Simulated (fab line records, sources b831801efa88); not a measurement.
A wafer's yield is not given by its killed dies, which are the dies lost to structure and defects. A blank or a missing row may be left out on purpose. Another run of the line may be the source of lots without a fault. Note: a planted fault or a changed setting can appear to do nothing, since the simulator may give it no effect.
fab line records    flow gf180mcu
record: lots: 11  wafers: 33  last-day: 34
route steps=602 shown V1@336 V3@438 M4@472 MIM@506
lots untouched by any fault: they come from a run of this same line in which no faults occurred
start-h: the number of hours between the record's first day and the start of the first shown wafer of the lot    wait-h: time in hours since the lot's previous step    " identical to the entry in the row above    L1.1+2: several wafers, shown together as one row    - either no value or no given start    * or withheld: withheld    < > ~ a bound
route shown NAME@n: a module of which the file shows steps, and the number in the route of the first    usual: mean and standard deviation over wafers with no fault    same: alike in all rows    chamber/n: place in a boat    sites: per-site readings    _std_site: the standard deviation of these    _edge_site: mean of outer sites minus mean of inner sites    radius-mm: how far each site lies from the wafer's centre    mask NAME#n: copy n    behind: the last tool/chamber to shape the wafer    hold: reason for holding the lot/hours on hold/outcome of the hold    device: transistor that didn't switch, given as n, p or np    end of line: tests run on the same wafers once the route is complete    a step with no rows: only its recipe    killed: dies lost to structure and defects at the first sort, not the wafer's yield    map: a wafer's dies, marking killed ones x, the rest . and places with no die _
set.NAME: the setting as run; set.NAME@STEP: as run at that earlier step    model.NAME: the simulator's own value behind a step, which no gauge read
one table for each step of the route and one row for each wafer, over a sample of lots
services: from which hour (start-h, from the record's first day; less than 0 if before it) a tool's chamber was out of use, for how many hours, and why
== steps ==
step: GF_V1_THK_MEAS_01
recipe: reads: SiO2_of_V1_CVD_00
usual: V1_CVD_00_THK: 597/6
lot.wafer  tool           chamber  start-h  wait-h  V1_CVD_00_THK[nm]
L963.1     film-metro-03  -        388.75   0.0     595
L963.2     "              -        "        "       593
L963.6     "              -        "        "       594
L964.3     film-metro-03  -        402.52   0.1     593
L964.4     "              -        "        "       596
L964.5     "              -        "        "       597
L966.1     film-metro-04  -        419.62   0.0     597
L966.3     "              -        "        "       593
L966.6     "              -        "        "       604
L968.1     film-metro-02  -        433.38   0.0     595
L968.3     "              -        "        "       600
L968.6     "              -        "        "       593
L969.2     film-metro-03  -        448.88   0.1     593
L969.3     "              -        "        "       599
L969.6     "              -        "        "       590
L970.1     film-metro-04  -        453.58   0.1     597
L970.4     "              -        "        "       600
L970.6     "              -        "        "       600
L979.2     film-metro-02  -        532.41   0.0     590
L979.4     "              -        "        "       590
L979.5     "              -        "        "       594
L982.1     film-metro-03  -        554.45   0.0     608
L982.2     "              -        "        "       605
L982.5     "              -        "        "       601
L983.1     film-metro-04  -        562.52   0.0     597
L983.2     "              -        "        "       596
L983.4     "              -        "        "       591
L984.1     film-metro-03  -        564.25   0.0     602
L984.3     "              -        "        "       590
L984.5     "              -        "        "       599
L985.1     film-metro-04  -        570.68   0.0     595
L985.4     "              -        "        "       585
L985.5     "              -        "        "       591
step: GF_V3_COAT_09
recipe: resist: KrF  spin-rpm: withheld  resist-thk-nm: 1000
lot.wafer   tool            chamber  start-h  wait-h
L963.1+2+6  litho-track-01  0        502      -
L964.3+4+5  litho-track-02  0        516      -
L966.1+3+6  litho-track-04  0        533      -
L968.1+3+6  litho-track-04  0        548      -
L969.2+3+6  litho-track-02  0        560      -
L970.1+4+6  litho-track-01  0        565      -
L979.2+4+5  litho-track-04  0        635      -
L982.1+2+5  litho-track-04  0        656      -
L983.1+2+4  litho-track-01  0        664      -
L984.1+3+5  litho-track-02  0        664      -
L985.1+4+5  litho-track-02  0        670      -
step: GF_V3_CD_MEAS_14
recipe: target-cd-nm: 260
usual: cd-nm: 259.9/0.87
lot.wafer  tool       chamber  start-h  wait-h  hold                      cd-nm
L963.1     cd-sem-01  -        513.81   0.1     -                         259.9
L963.2     "          -        "        "       -                         261.3
L963.6     "          -        "        "       -                         260.0
L964.3     cd-sem-02  -        528.66   0.1     -                         259.2
L964.4     "          -        "        "       -                         259.8
L964.5     "          -        "        "       -                         258.4
L966.1     cd-sem-01  -        545.47   0.1     -                         259.2
L966.3     "          -        "        "       -                         260.1
L966.6     "          -        "        "       -                         261.4
L968.1     cd-sem-01  -        559.30   0.1     -                         261.2
L968.3     "          -        "        "       -                         259.2
L968.6     "          -        "        "       -                         259.7
L969.2     cd-sem-02  -        572.07   0.1     -                         261.0
L969.3     "          -        "        "       -                         261.2
L969.6     "          -        "        "       -                         259.9
L970.1     cd-sem-02  -        577.36   0.1     -                         262.3
L970.4     "          -        "        "       -                         260.8
L970.6     "          -        "        "       -                         261.0
L979.2     cd-sem-02  -        645.59   0.1     await-dispo/0.2h/release  265.1
L979.4     "          -        "        "       await-dispo/0.2h/release  261.4
L979.5     "          -        "        "       await-dispo/0.2h/release  264.0
L979.2     cd-sem-02  -        645.87   0.3     -                         265.0
L979.4     "          -        "        "       -                         261.6
L979.5     "          -        "        "       -                         264.0
L982.1     cd-sem-02  -        666.91   0.1     await-dispo/0.2h/release  258.6
L982.2     "          -        "        "       await-dispo/0.2h/release  263.4
L982.5     "          -        "        "       await-dispo/0.2h/release  263.5
L982.1     cd-sem-02  -        667.42   0.5     -                         259.1
L982.2     "          -        "        "       -                         263.4
L982.5     "          -        "        "       -                         263.8
L983.1     cd-sem-02  -        674.15   0.1     -                         260.0
L983.2     "          -        "        "       -                         260.1
L983.4     "          -        "        "       -                         260.5
L984.1     cd-sem-02  -        674.52   0.1     -                         258.9
L984.3     "          -        "        "       -                         260.2
L984.5     "          -        "        "       -                         259.9
L985.1     cd-sem-01  -        679.77   0.1     -                         258.6
L985.4     "          -        "        "       -                         260.9
L985.5     "          -        "        "       -                         261.0
step: GF_V3_STRIP_18
recipe: chemistry: O2/N2  power-w: 1400  pressure-mtorr: 1500  platen-temp-c: 250  o2-flow-sccm: 3000  n2-flow-sccm: 300  overash-fraction: 0.5
usual: drypump-motor-current-A: 5.84/0.23  heater-power-w: 307/23  oes-product-au: 0.592/0.0044
lot.wafer  tool             chamber  start-h  wait-h  drypump-motor-current-A  heater-power-w  oes-product-au  rf-hours-counter-h
L963.1     plasma-asher-01  1        514.10   -       6.11                     309             0.592           82
L963.2     "                0        "        "       5.71                     319             0.593           82
L963.6     "                0        "        "       5.71                     310             0.591           -
L964.3     plasma-asher-03  0        528.94   -       5.76                     281             0.593           -
L964.4     "                1        "        "       5.86                     288             0.592           -
L964.5     "                0        "        "       5.78                     289             0.582           -
L966.1     plasma-asher-01  1        545.75   -       6.11                     314             0.593           85
L966.3     "                0        "        "       5.70                     318             0.594           -
L966.6     "                1        "        "       6.15                     318             0.595           -
L968.1     plasma-asher-01  1        559.58   -       6.15                     309             0.598           87
L968.3     "                1        "        "       6.16                     313             0.594           -
L968.6     "                1        "        "       6.15                     306             0.586           -
L969.2     plasma-asher-03  0        572.33   -       5.74                     286             0.586           46
L969.3     "                1        "        "       5.86                     297             0.595           -
L969.6     "                0        "        "       5.79                     278             0.591           -
L970.1     plasma-asher-01  0        577.65   -       5.70                     317             0.598           89
L970.4     "                1        "        "       6.11                     320             0.600           -
L970.6     "                0        "        "       5.71                     311             0.599           -
L979.2     plasma-asher-03  1        646.89   -       5.85                     297             0.543           54
L979.4     "                1        "        "       5.87                     291             0.584           -
L979.5     "                1        "        "       5.85                     295             0.556           -
L982.1     plasma-asher-04  0        669.68   -       6.11                     345             0.595           26
L982.2     "                1        "        "       5.46                     277             0.549           26
L982.5     "                1        "        "       5.48                     286             0.556           -
L983.1     plasma-asher-01  1        674.43   -       6.16                     314             0.592           99
L983.2     "                0        "        "       5.68                     312             0.594           99
L983.4     "                1        "        "       6.11                     313             0.597           -
L984.1     plasma-asher-03  1        674.80   -       5.86                     297             0.593           57
L984.3     "                1        "        "       5.85                     293             0.600           -
L984.5     "                1        "        "       5.88                     280             0.586           -
L985.1     plasma-asher-01  1        680.05   -       6.12                     309             0.596           100
L985.4     "                1        "        "       6.09                     317             0.595           -
L985.5     "                1        "        "       6.12                     322             0.582           -
step: GF_M4_METAL_ETCH_16
recipe: chemistry: Cl2/BCl3  mask-material: KrF  target-depth-nm: 750.8  stop-on: SiO2  pressure-mtorr: 8  icp-w: 800  bias-w: 140  Cl2_flow_sccm: 80  bcl3-flow-sccm: 40  time-s: 125.1
usual: drypump-motor-current-A: 5.76/0.16  oes-product-au: 0.991/0.0067  throttle-valve-pct: 28.228/0.011
lot.wafer  tool          chamber  start-h  wait-h  drypump-motor-current-A  oes-product-au  rf-hours-counter-h  throttle-valve-pct
L963.1     rie-metal-01  1        538.62   0.0     5.77                     0.990           12                  28.226
L963.2     "             0        "        "       6.07                     0.997           6                   28.244
L963.6     "             1        "        "       5.78                     0.991           -                   28.217
L964.3     rie-metal-02  1        552.70   0.1     5.75                     0.997           -                   28.225
L964.4     "             0        "        "       5.73                     0.984           -                   28.230
L964.5     "             0        "        "       5.73                     0.983           -                   28.246
L966.1     rie-metal-01  0        569.87   0.0     6.02                     0.984           7                   28.226
L966.3     "             0        "        "       6.04                     0.986           -                   28.238
L966.6     "             0        "        "       6.03                     1.000           -                   28.224
L968.1     rie-metal-02  1        582.85   0.0     5.79                     0.995           13                  28.220
L968.3     "             0        "        "       5.73                     0.979           -                   28.231
L968.6     "             1        "        "       5.78                     0.996           -                   28.216
L969.2     rie-metal-02  1        595.41   0.0     5.86                     0.982           13                  28.229
L969.3     "             1        "        "       5.84                     0.994           -                   28.224
L969.6     "             0        "        "       5.75                     0.984           -                   28.243
L970.1     rie-metal-02  0        600.47   0.0     5.74                     0.981           10                  28.240
L970.4     "             0        "        "       5.74                     0.978           -                   28.247
L970.6     "             0        "        "       5.73                     0.975           -                   28.222
L979.2     rie-metal-03  1        667.22   0.1     5.67                     0.989           -                   28.216
L979.4     "             1        "        "       5.65                     0.994           -                   28.215
L979.5     "             1        "        "       5.66                     0.997           -                   28.213
L982.1     rie-metal-02  0        688.00   0.0     5.71                     0.991           14                  28.267
L982.2     "             1        "        "       5.80                     0.990           2                   28.220
L982.5     "             1        "        "       5.84                     0.985           -                   28.234
L983.1     rie-metal-03  1        695.05   0.0     5.64                     0.997           3                   28.242
L983.2     "             0        "        "       5.55                     0.987           9                   28.218
L983.4     "             1        "        "       5.66                     0.993           -                   28.224
L984.1     rie-metal-02  0        695.21   0.0     5.73                     0.977           15                  28.236
L984.3     "             1        "        "       5.82                     0.993           -                   28.225
L984.5     "             0        "        "       5.72                     0.976           -                   28.236
L985.1     rie-metal-01  1        700.31   0.0     5.76                     0.990           1                   28.227
L985.4     "             0        "        "       6.07                     0.993           -                   28.229
L985.5     "             0        "        "       6.04                     0.982           -                   28.240
step: GF_MIM_SPUTTER_03
recipe: material: Ti  target-thk-nm: 10  substrate-temp-c: 300  chamber-pressure-pa: 0.3  power-w: 3000  time-s: 6.7
usual: throttle-valve-pct: 29.9/0.8
lot.wafer  tool            chamber  start-h  wait-h  throttle-valve-pct
L963.1     pvd-sputter-04  -        563.96   0.0     28.7
L963.2     "               -        "        "       30.0
L963.6     "               -        "        "       31.4
L964.3     pvd-sputter-02  -        577.47   0.0     28.8
L964.4     "               -        "        "       29.6
L964.5     "               -        "        "       29.6
L966.1     pvd-sputter-02  -        594.28   0.0     29.5
L966.3     "               -        "        "       28.6
L966.6     "               -        "        "       29.5
L968.1     pvd-sputter-02  -        607.90   0.0     29.6
L968.3     "               -        "        "       30.0
L968.6     "               -        "        "       30.0
L969.2     pvd-sputter-04  -        618.63   0.0     31.4
L969.3     "               -        "        "       28.6
L969.6     "               -        "        "       28.5
L970.1     pvd-sputter-04  -        624.13   0.0     29.4
L970.4     "               -        "        "       28.7
L970.6     "               -        "        "       31.4
L979.2     pvd-sputter-02  -        689.34   0.0     30.2
L979.4     "               -        "        "       29.5
L979.5     "               -        "        "       29.5
L982.1     pvd-sputter-01  -        709.63   0.0     30.6
L982.2     "               -        "        "       29.6
L982.5     "               -        "        "       29.8
L983.1     pvd-sputter-04  -        716.57   0.0     31.3
L983.2     "               -        "        "       29.2
L983.4     "               -        "        "       28.6
L984.1     pvd-sputter-01  -        716.72   0.0     30.4
L984.3     "               -        "        "       30.5
L984.5     "               -        "        "       30.6
L985.1     pvd-sputter-02  -        722.04   0.0     29.6
L985.4     "               -        "        "       29.6
L985.5     "               -        "        "       28.6
== services ==
tool             chamber  start-h  hours  kind
pvd-sputter-01   -        488.02   1.3    repair
rie-metal-03     -        493.16   0.4    repair
pvd-sputter-04   -        507.69   3.8    repair
plasma-asher-01  -        593.71   4.0    pm
rie-metal-01     -        598.24   14.6   pm
pvd-sputter-01   -        605.51   0.9    repair
rie-metal-03     1        606.13   -      clean
rie-metal-02     1        613.54   -      clean
rie-metal-02     1        613.54   25.6   scheduled-down
rie-metal-02     1        613.54   25.6   vent-cycle
rie-metal-02     -        626.32   2.8    pm
pvd-sputter-02   -        627.58   1.6    repair
rie-metal-01     1        628.01   -      clean
rie-metal-01     1        628.01   33.2   scheduled-down
rie-metal-01     1        628.01   33.2   vent-cycle
rie-metal-03     1        635.57   12.6   repair
pvd-sputter-04   3        647.33   -      consumable-replace:kit
pvd-sputter-02   0        652.92   -      consumable-replace:kit
pvd-sputter-02   0        652.92   18.0   scheduled-down
pvd-sputter-02   0        652.92   18.0   vent-cycle
rie-metal-03     0        653.52   25.8   repair
rie-metal-01     -        672.42   0.2    repair
plasma-asher-01  -        713.76   2.8    pm
plasma-asher-01  -        718.55   1.2    repair
== key ==
first-sign: step: GF_V3_CD_MEAS_14  reading: visit  direction: added
effect: step: GF_V3_CD_MEAS_14  reading: cd-nm  direction: up  sigmas: 4.7  usual: 259.9  struck: 264.0
effect: step: GF_V3_STRIP_18  reading: oes-product-au  direction: down  sigmas: 9.3  usual: 0.592  struck: 0.551
met-at GF_V3_COAT_09
struck-lots L979,L982
struck-wafers L979.2,L979.5,L982.2,L982.5
not-acting-at GF_V1_THK_MEAS_01,GF_M4_METAL_ETCH_16,GF_MIM_SPUTTER_03
onset-between 548 635
fault: kind: process-parameter-drift  tool: litho-track-04  chamber: -  onset-h: 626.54  steps: GF_V3_COAT_09  channel: resist-thk-nm  offset: *  shape: step  end-h: 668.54  scope: struck-wafers-only  acts-in: *  stated: *
